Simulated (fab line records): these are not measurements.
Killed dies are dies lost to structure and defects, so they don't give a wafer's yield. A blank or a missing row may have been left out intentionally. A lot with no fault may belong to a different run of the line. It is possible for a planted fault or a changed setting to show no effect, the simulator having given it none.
fab line records	flow sky130
record: lots: 7	wafers: 19	last-day: 49
route steps=708 shown VT_ADJUST_HVTP@87 VT_ADJUST_LVTN@97 PAD_OPEN@708
lots untouched by any fault: they come from a run of this same line in which no faults occurred
start-h: hours from the record's first day to the start of the lot's first wafer shown	wait-h: hours from the lot's prior step to this one	" unchanged from the row above	L1.1+2: a single row standing in for several wafers	- no value, or no start given	* or withheld: withheld	< > ~ a bound
route shown NAME@n: names a module that has steps shown in the file, with the first one's number in the route	usual: the fault-free wafers' mean and standard deviation	same: alike in all rows	chamber/n: place in a boat	sites: readings site by site	_std_site: standard deviation of those values	_edge_site: mean of outer sites minus mean of inner sites	radius-mm: for every site, how far away it sits from the centre of the wafer	mask NAME#n: copy n	behind: the tool/chamber that last shaped the wafer	hold: what put the lot on hold/how long, in hours/how the hold closed	device: transistor that didn't switch, given as n, p or np	end of line: the tests these same wafers got at the end of their route	for a step that has no rows: nothing shown but its recipe	killed: count of dies lost to structure and defects at first sort (not the wafer's yield)	map: the dies of a wafer, with x for killed, . for not killed, _ for no die there
set.NAME: the setting that was run; set.NAME@STEP: the one run at that earlier step	model.NAME: the simulator's own value behind a step, which no gauge read
lots at some steps of the route; a table a step, a row a wafer
services: from which hour (start-h, from the record's first day; less than 0 if before it) a tool's chamber was out of use, for how many hours, and why
== steps ==
step: SKY_VT_ADJUST_HVTP_COAT_02
recipe: resist: NOVOLAK	spin-rpm: 3000	resist-thk-nm: 1140
step: SKY_VT_ADJUST_HVTP_SOFTBAKE_03
recipe: temp-c: 90	time-s: 60	resist: NOVOLAK
step: SKY_VT_ADJUST_HVTP_EXPOSE_04
recipe: mask-id: HVTPM	na: 0.6	source-shape: conventional	sigma-outer: 0.6	polarization: unpolarized	target-cd-nm: 380	dose-mj: 140
step: SKY_VT_ADJUST_HVTP_PEB_05
recipe: temp-c: withheld	time-s: *	resist: NOVOLAK
step: SKY_VT_ADJUST_HVTP_DEVELOP_06
recipe: resist: NOVOLAK	developer: TMAH	develop-time-s: 60	dev-temp-c: 23
step: SKY_VT_ADJUST_HVTP_CD_MEAS_07
recipe: target-cd-nm: 380
usual: cd-nm: 379.6/2.7
lot.wafer	tool	chamber	start-h	wait-h	cd-nm
L953.1	cd-sem-01	-	132.45	0.1	382.5
L953.2	"	-	"	"	379.8
L953.5	"	-	"	"	380.2
L958.3	cd-sem-02	-	166.41	0.1	377.2
L958.5	"	-	"	"	375.0
L958.6	"	-	"	"	378.2
L959.2	cd-sem-01	-	171.43	0.1	376.1
L959.4	"	-	"	"	374.5
L959.5	"	-	"	"	377.1
L962.1	cd-sem-01	-	191.42	0.1	376.7
L962.3	"	-	"	"	374.6
L962.6	"	-	"	"	376.8
L966.2	cd-sem-02	-	213.83	0.1	375.3
L966.3	"	-	"	"	375.5
L966.4	"	-	"	"	374.3
L968.3	cd-sem-01	-	228.75	0.1	380.4
L968.4	"	-	"	"	379.4
L970.4	cd-sem-01	-	243.17	0.1	381.2
L970.6	"	-	"	"	383.7
step: SKY_VT_ADJUST_HVTP_OVL_MEAS_08
usual: VT_ADJUST_HVTP_OVL: 0.7/1.6
lot.wafer	tool	chamber	start-h	wait-h	VT_ADJUST_HVTP_OVL[nm]
L953.1	overlay-02	-	132.57	0.1	-0.9
L953.2	"	-	"	"	-2.3
L953.5	"	-	"	"	-1.6
L958.3	overlay-01	-	166.50	0.1	0.7
L958.5	"	-	"	"	1.4
L958.6	"	-	"	"	1.6
L959.2	overlay-02	-	171.53	0.1	2.7
L959.4	"	-	"	"	3.4
L959.5	"	-	"	"	4.1
L962.1	overlay-01	-	191.54	0.1	1.0
L962.3	"	-	"	"	1.6
L962.6	"	-	"	"	2.5
L966.2	overlay-02	-	213.94	0.1	2.2
L966.3	"	-	"	"	1.0
L966.4	"	-	"	"	1.3
L968.3	overlay-01	-	228.84	0.1	0.3
L968.4	"	-	"	"	0.2
L970.4	overlay-01	-	243.25	0.1	-0.6
L970.6	"	-	"	"	-0.6
step: SKY_VT_ADJUST_HVTP_IMPLANT_09
recipe: species: As	energy-kev: 150	dose-cm2: 4.3e+12	tilt-deg: withheld
step: SKY_VT_ADJUST_HVTP_STRIP_10
recipe: chemistry: O2/N2	power-w: 1400	pressure-mtorr: 1500	platen-temp-c: withheld	o2-flow-sccm: 3000	n2-flow-sccm: 300	overash-fraction: 0.5
usual: drypump-motor-current-A: 5.5/0.53	o2-flow-sccm: 3001/9.5	oes-product-au: 0.716/0.0046	strip-time-to-endpoint-s: 14.17/0.039
same: overash-fraction: 0.5
lot.wafer	tool	chamber	start-h	wait-h	drypump-motor-current-A	o2-flow-sccm	oes-product-au	rf-hours-counter-h	strip-time-to-endpoint-s
L953.1	plasma-asher-04	1	132.76	0.1	5.0	2997	0.720	46	14.20
L953.2	"	0	"	"	5.6	3011	0.712	46	14.20
L953.5	"	1	"	"	5.0	2999	0.716	-	14.21
L958.3	plasma-asher-02	1	166.70	0.1	4.8	3012	0.715	-	14.12
L958.5	"	0	"	"	6.1	3008	0.717	-	14.12
L958.6	"	1	"	"	4.8	3011	0.724	-	14.15
L959.2	plasma-asher-02	0	171.71	0.1	6.0	3001	0.713	34	14.18
L959.4	"	0	"	"	6.1	2995	0.723	-	14.15
L959.5	"	0	"	"	6.1	3007	0.716	-	14.19
L962.1	plasma-asher-03	0	191.72	0.1	6.1	3001	0.722	7	14.19
L962.3	"	1	"	"	5.4	2999	0.720	-	14.15
L962.6	"	1	"	"	5.4	3005	0.722	-	14.16
L966.2	plasma-asher-02	1	214.12	0.1	4.8	3016	0.723	38	14.14
L966.3	"	1	"	"	4.8	3001	0.712	-	14.16
L966.4	"	0	"	"	6.0	3011	0.723	-	14.12
L968.3	plasma-asher-02	1	229.05	0.1	4.8	2993	0.717	-	14.13
L968.4	"	0	"	"	6.0	3016	0.721	-	14.17
L970.4	plasma-asher-03	0	243.45	0.1	6.1	2979	0.715	-	14.16
L970.6	"	0	"	"	6.1	2981	0.717	-	14.19
step: SKY_VT_ADJUST_HVTP_TW_MEAS_11
usual: VT_ADJUST_HVTP_TW: 1349/17
lot.wafer	tool	chamber	start-h	wait-h	VT_ADJUST_HVTP_TW
L953.1	film-metro-02	-	132.86	0.1	1364
L953.2	"	-	"	"	1373
L953.5	"	-	"	"	1358
L958.3	film-metro-04	-	166.87	0.1	1319
L958.5	"	-	"	"	1327
L958.6	"	-	"	"	1331
L959.2	film-metro-04	-	171.82	0.1	1339
L959.4	"	-	"	"	1335
L959.5	"	-	"	"	1331
L962.1	film-metro-02	-	191.82	0.1	1361
L962.3	"	-	"	"	1357
L962.6	"	-	"	"	1360
L966.2	film-metro-03	-	214.23	0.1	1343
L966.3	"	-	"	"	1350
L966.4	"	-	"	"	1354
L968.3	film-metro-04	-	229.13	0.1	1330
L968.4	"	-	"	"	1337
L970.4	film-metro-02	-	243.55	0.1	1370
L970.6	"	-	"	"	1368
step: SKY_VT_ADJUST_LVTN_DEHYDRATE_00
recipe: temp-c: 200	time-s: 60
step: SKY_VT_ADJUST_LVTN_HMDS_01
recipe: prime-time-s: 60	prime-temp-c: 120
step: SKY_VT_ADJUST_LVTN_COAT_02
recipe: spin-rpm: 2000	resist-thk-nm: 3000
usual: chill-plate-temp-C: 23.00/0.11	spin-speed-rpm: 1999.9/1.2
lot.wafer	tool	chamber	start-h	wait-h	chill-plate-temp-C	spin-speed-rpm	model.coat_of_VT_ADJUST_LVTN_COAT_02.thk-nm
L953.1	litho-track-01	0	141.84	0.1	23.17	1999.4	3001
L953.2	"	0	"	"	23.20	1998.4	3002
L953.5	"	0	"	"	23.07	2001.5	2998
L958.3	litho-track-04	0	176.52	0.1	22.92	2001.1	2988
L958.5	"	0	"	"	22.96	2001.0	2993
L958.6	"	0	"	"	22.97	1998.5	2997
L959.2	litho-track-02	0	181.53	0.1	23.00	2000.3	3002
L959.4	"	0	"	"	23.07	1998.3	2993
L959.5	"	0	"	"	23.11	1998.1	3001
L962.1	litho-track-04	0	201.62	0.1	22.95	2000.6	3000
L962.3	"	0	"	"	23.00	1999.0	2991
L962.6	"	0	"	"	22.90	2000.1	2998
L966.2	litho-track-02	0	225.23	0.1	22.94	1999.9	3003
L966.3	"	0	"	"	22.94	2000.3	3009
L966.4	"	0	"	"	22.86	1998.5	2510
L968.3	litho-track-02	0	240.76	0.1	22.93	2001.8	3019
L968.4	"	0	"	"	23.02	2000.1	2520
L970.4	litho-track-02	0	255.03	0.1	22.77	1999.4	2518
L970.6	"	0	"	"	22.94	2000.3	3010
step: SKY_VT_ADJUST_LVTN_SOFTBAKE_03
recipe: temp-c: 110	time-s: withheld
step: SKY_VT_ADJUST_LVTN_EXPOSE_04
recipe: mask-id: NWM_COMPLEMENT_LESS_NATIVE	na: 0.6	source-shape: conventional	sigma-outer: 0.6	polarization: unpolarized	target-cd-nm: 840	dose-mj: 194
step: SKY_VT_ADJUST_LVTN_PEB_05
recipe: temp-c: 115	time-s: withheld
step: SKY_VT_ADJUST_LVTN_DEVELOP_06
recipe: wall-angle-deg: 90	developer: TMAH	develop-time-s: 60	dev-temp-c: 23
usual: chill-plate-temp-C: 23.01/0.11
lot.wafer	tool	chamber	start-h	wait-h	chill-plate-temp-C	model.coat_of_VT_ADJUST_LVTN_COAT_02.thk-nm
L953.1	litho-track-04	0	-	-	22.79	2997
L953.2	"	0	"	"	22.83	2998
L953.5	"	0	"	"	22.83	2994
L958.3	litho-track-02	0	-	-	23.01	2984
L958.5	"	0	"	"	22.92	2989
L958.6	"	0	"	"	23.06	2993
L959.2	litho-track-02	0	-	-	22.88	2997
L959.4	"	0	"	"	22.94	2988
L959.5	"	0	"	"	23.07	2997
L962.1	litho-track-02	0	-	-	23.05	2996
L962.3	"	0	"	"	23.10	2987
L962.6	"	0	"	"	23.03	2993
L966.2	litho-track-01	0	-	-	22.96	2998
L966.3	"	0	"	"	23.00	3005
L966.4	"	0	"	"	22.82	2506
L968.3	litho-track-01	0	-	-	23.15	3014
L968.4	"	0	"	"	23.11	2516
L970.4	litho-track-04	0	-	-	23.18	2514
L970.6	"	0	"	"	22.94	3006
step: SKY_VT_ADJUST_LVTN_OVL_MEAS_07
usual: VT_ADJUST_LVTN_OVL: -0.1/1.4
lot.wafer	tool	chamber	start-h	wait-h	VT_ADJUST_LVTN_OVL[nm]
L953.1	overlay-02	-	151.32	-	-0.4
L953.2	"	-	"	"	-0.3
L953.5	"	-	"	"	2.5
L958.3	overlay-01	-	187.42	-	-0.9
L958.5	"	-	"	"	-1.9
L958.6	"	-	"	"	-0.1
L959.2	overlay-01	-	192.76	-	0.9
L959.4	"	-	"	"	1.0
L959.5	"	-	"	"	0.7
L962.1	overlay-01	-	213.16	-	-1.3
L962.3	"	-	"	"	-2.7
L962.6	"	-	"	"	0.2
L966.2	overlay-02	-	237.34	-	-0.7
L966.3	"	-	"	"	-3.4
L966.4	"	-	"	"	-3.4
L968.3	overlay-01	-	252.40	-	1.2
L968.4	"	-	"	"	2.1
L970.4	overlay-02	-	267.18	-	-1.7
L970.6	"	-	"	"	0.4
step: SKY_VT_ADJUST_LVTN_IMPLANT_08
recipe: species: B	energy-kev: 30	dose-cm2: 1.57e+12	tilt-deg: withheld
step: SKY_VT_ADJUST_LVTN_STRIP_09
recipe: chemistry: O2/N2	power-w: 1400	pressure-mtorr: 1500	platen-temp-c: withheld	o2-flow-sccm: 3000	n2-flow-sccm: 300	overash-fraction: 0.5
usual: drypump-motor-current-A: 5.6/0.42	o2-flow-sccm: 3001/9	oes-product-au: 0.722/0.0051	strip-time-to-endpoint-s: 36.92/0.11
same: overash-fraction: 0.5
lot.wafer	tool	chamber	start-h	wait-h	drypump-motor-current-A	o2-flow-sccm	oes-product-au	rf-hours-counter-h	strip-time-to-endpoint-s
L953.1	plasma-asher-01	1	151.50	0.1	6.0	2993	0.727	47	36.92
L953.2	"	0	"	"	5.2	2996	0.725	47	36.96
L953.5	"	1	"	"	6.0	3004	0.725	-	36.88
L958.3	plasma-asher-01	1	187.63	0.1	6.1	3005	0.730	-	36.77
L958.5	"	0	"	"	5.2	2995	0.728	-	36.83
L958.6	"	1	"	"	6.1	3002	0.720	-	36.87
L959.2	plasma-asher-04	1	192.94	0.1	5.0	3005	0.727	52	36.92
L959.4	"	1	"	"	5.0	3011	0.724	-	36.83
L959.5	"	1	"	"	5.0	3000	0.723	-	36.93
L962.1	plasma-asher-03	0	213.34	0.1	6.1	2990	0.721	9	36.92
L962.3	"	0	"	"	6.1	3002	0.722	-	36.81
L962.6	"	1	"	"	5.3	2998	0.721	-	36.87
L966.2	plasma-asher-03	1	237.52	0.1	5.4	2991	0.721	12	36.95
L966.3	"	0	"	"	6.1	2997	0.715	-	37.02
L966.4	"	1	"	"	5.4	2996	0.723	-	31.29
L968.3	plasma-asher-03	1	252.61	0.1	5.4	2995	0.729	-	37.15
L968.4	"	0	"	"	6.1	3005	0.731	-	31.40
L970.4	plasma-asher-04	0	267.38	0.1	5.6	3009	0.725	-	31.40
L970.6	"	0	"	"	5.6	3014	0.728	-	37.03
step: SKY_VT_ADJUST_LVTN_TW_MEAS_10
usual: VT_ADJUST_LVTN_TW: 242.4/1.1
lot.wafer	tool	chamber	start-h	wait-h	VT_ADJUST_LVTN_TW
L953.1	film-metro-01	-	151.60	0.1	241.3
L953.2	"	-	"	"	241.2
L953.5	"	-	"	"	241.6
L958.3	film-metro-01	-	187.71	0.1	241.4
L958.5	"	-	"	"	242.5
L958.6	"	-	"	"	242.3
L959.2	film-metro-01	-	193.08	0.1	243.4
L959.4	"	-	"	"	243.9
L959.5	"	-	"	"	244.3
L962.1	film-metro-01	-	213.44	0.1	243.5
L962.3	"	-	"	"	242.2
L962.6	"	-	"	"	243.4
L966.2	film-metro-03	-	237.63	0.1	243.8
L966.3	"	-	"	"	242.1
L966.4	"	-	"	"	243.1
L968.3	film-metro-01	-	252.69	0.1	244.1
L968.4	"	-	"	"	243.5
L970.4	film-metro-03	-	267.48	0.1	241.0
L970.6	"	-	"	"	241.7
step: SKY_PAD_OPEN_PROBE_99
usual: killed_at_M0_to_M3: 42/7.7	killed_at_M4_up: 3.1/1.9	killed-at-contacts: 24/4.9	killed-at-front-end: 15/4.6	killed-at-other: 0.3/0.51	killed-dies: 85/9.9	killed-open: 47/7.1	killed-short: 38/6.7
same: gross-dies: 492	killed-at-back-side: 0
lot.wafer	tool	chamber	start-h	wait-h	killed_at_M0_to_M3	killed_at_M4_up	killed-at-contacts	killed-at-front-end	killed-at-other	killed-dies	killed-open	killed-short
L953.1	prober-01	-	1090.86	0.1	37	6	26	10	0	79	35	44
L953.2	prober-01	-	1090.91	0.1	45	5	19	17	0	86	48	38
L953.5	prober-01	-	1091.06	0.2	43	4	28	9	0	84	48	36
L958.3	prober-02	-	1121.93	0.2	54	3	24	17	0	98	48	50
L958.5	prober-02	-	1122.03	0.2	46	1	17	18	0	82	46	35
L958.6	prober-02	-	1122.08	0.2	38	5	25	12	0	80	48	32
L959.2	prober-01	-	1126.43	0.1	45	2	17	17	0	81	42	39
L970.4	prober-02	-	1183.33	0.2	39	5	24	17	0	85	45	40
L970.6	prober-02	-	1183.43	0.2	46	0	20	9	1	76	44	32
killed by level:class
L953.1 CONTACT:geometric-particle:open=12 VIA1:geometric-particle:open=7 METAL4:geometric-particle:short=6 LOCAL_INTERCONNECT:geometric-particle:short=5 CONTACT:geometric-particle:short=5 METAL1:geometric-particle:short=5 METAL2:geometric-particle:short=5 FIELD_ISO:geometric-particle:short=4
L953.2 CONTACT:geometric-particle:open=11 METAL1:geometric-particle:short=9 FIELD_ISO:geometric-particle:open=8 METAL2:geometric-particle:short=8 VIA2:geometric-particle:open=6 VIA3:geometric-particle:open=6 VIA1:geometric-particle:open=5 FIELD_ISO:geometric-particle:short=4
L953.5 VIA1:geometric-particle:open=12 CONTACT:geometric-particle:open=7 CONTACT:geometric-particle:short=7 VIA3:geometric-particle:open=7 LOCAL_INTERCONNECT:geometric-particle:short=6 LI_CONTACT:geometric-particle:open=5 METAL1:geometric-particle:short=5 VIA2:geometric-particle:short=4
L958.3 VIA1:geometric-particle:open=18 CONTACT:geometric-particle:open=10 VIA1:geometric-particle:short=9 POLY_GATE:geometric-particle:short=5 LOCAL_INTERCONNECT:geometric-particle:short=5 METAL2:geometric-particle:short=5 FIELD_ISO:geometric-particle:short=4 METAL1:geometric-particle:open=4
L958.5 VIA1:geometric-particle:open=15 CONTACT:geometric-particle:open=8 VIA3:geometric-particle:open=7 METAL2:geometric-particle:short=6 LI_CONTACT:geometric-particle:open=5 VIA2:geometric-particle:open=5 FIELD_ISO:geometric-particle:short=4 VIA2:geometric-particle:short=4
L958.6 CONTACT:geometric-particle:open=14 VIA2:geometric-particle:open=7 VIA3:geometric-particle:open=7 METAL1:geometric-particle:short=5 FIELD_ISO:geometric-particle:open=4 METAL4:geometric-particle:short=4 LI_CONTACT:geometric-particle:open=4 VIA1:geometric-particle:open=3
L959.2 VIA1:geometric-particle:open=11 VIA2:geometric-particle:open=9 SPACER:geometric-particle:open=5 CONTACT:geometric-particle:open=5 METAL1:geometric-particle:short=5 VIA3:geometric-particle:short=5 VIA3:geometric-particle:open=5 LI_CONTACT:geometric-particle:short=4
L970.4 LI_CONTACT:geometric-particle:open=10 VIA1:geometric-particle:open=8 CONTACT:geometric-particle:short=6 VIA3:geometric-particle:open=6 FIELD_ISO:geometric-particle:open=5 VIA2:geometric-particle:open=5 FIELD_ISO:geometric-particle:short=4 POLY_GATE:geometric-particle:short=4
L970.6 VIA3:geometric-particle:open=11 VIA1:geometric-particle:open=11 CONTACT:geometric-particle:open=9 METAL1:geometric-particle:short=5 VIA1:geometric-particle:short=5 VIA2:geometric-particle:open=5 FIELD_ISO:geometric-particle:short=4 LI_CONTACT:geometric-particle:open=4
== services ==
tool	chamber	start-h	hours	kind
plasma-asher-03	0	117.75	-	clean
plasma-asher-03	1	117.75	-	clean
plasma-asher-03	-	139.75	6.9	repair
plasma-asher-04	-	199.78	0.7	repair
plasma-asher-04	-	208.36	54.3	repair
plasma-asher-01	-	212.83	1.9	repair
plasma-asher-01	-	247.36	3.7	repair
litho-track-02	-	264.29	-	consumable-replace:filter
== key ==
first-sign: step: SKY_VT_ADJUST_LVTN_STRIP_09	reading: strip-time-to-endpoint-s	direction: down	sigmas: 52	usual: *	struck: *
effect none on later readings
model-effect: step: SKY_VT_ADJUST_LVTN_COAT_02	value: coat_of_VT_ADJUST_LVTN_COAT_02.thk-nm	without: 3008	struck: 2516
model-effect: step: SKY_VT_ADJUST_LVTN_DEVELOP_06	value: coat_of_VT_ADJUST_LVTN_COAT_02.thk-nm	without: 3004	struck: 2512
met-at SKY_VT_ADJUST_LVTN_COAT_02
struck-wafers L966.4,L968.4,L970.4
tester-left-out L966,L968,L970
onset-between 181.53 225.23
fault: kind: process-parameter-drift	tool: litho-track-02	chamber: -	onset-h: 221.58	steps: SKY_VT_ADJUST_LVTN_COAT_02	channel: resist-thk-nm	offset: -490.37	shape: step	end-h: 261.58	scope: struck-wafers-only	acts-in: these-recipes-only	stated: 3000
tester-left-out: of these lots the tester's yield and bins aren't shown, on N5 and GAA mostly nor the transistor test; their killed dies are dies lost to structure and defects alone, not to doping, threshold or leakage, so they don't give the yield
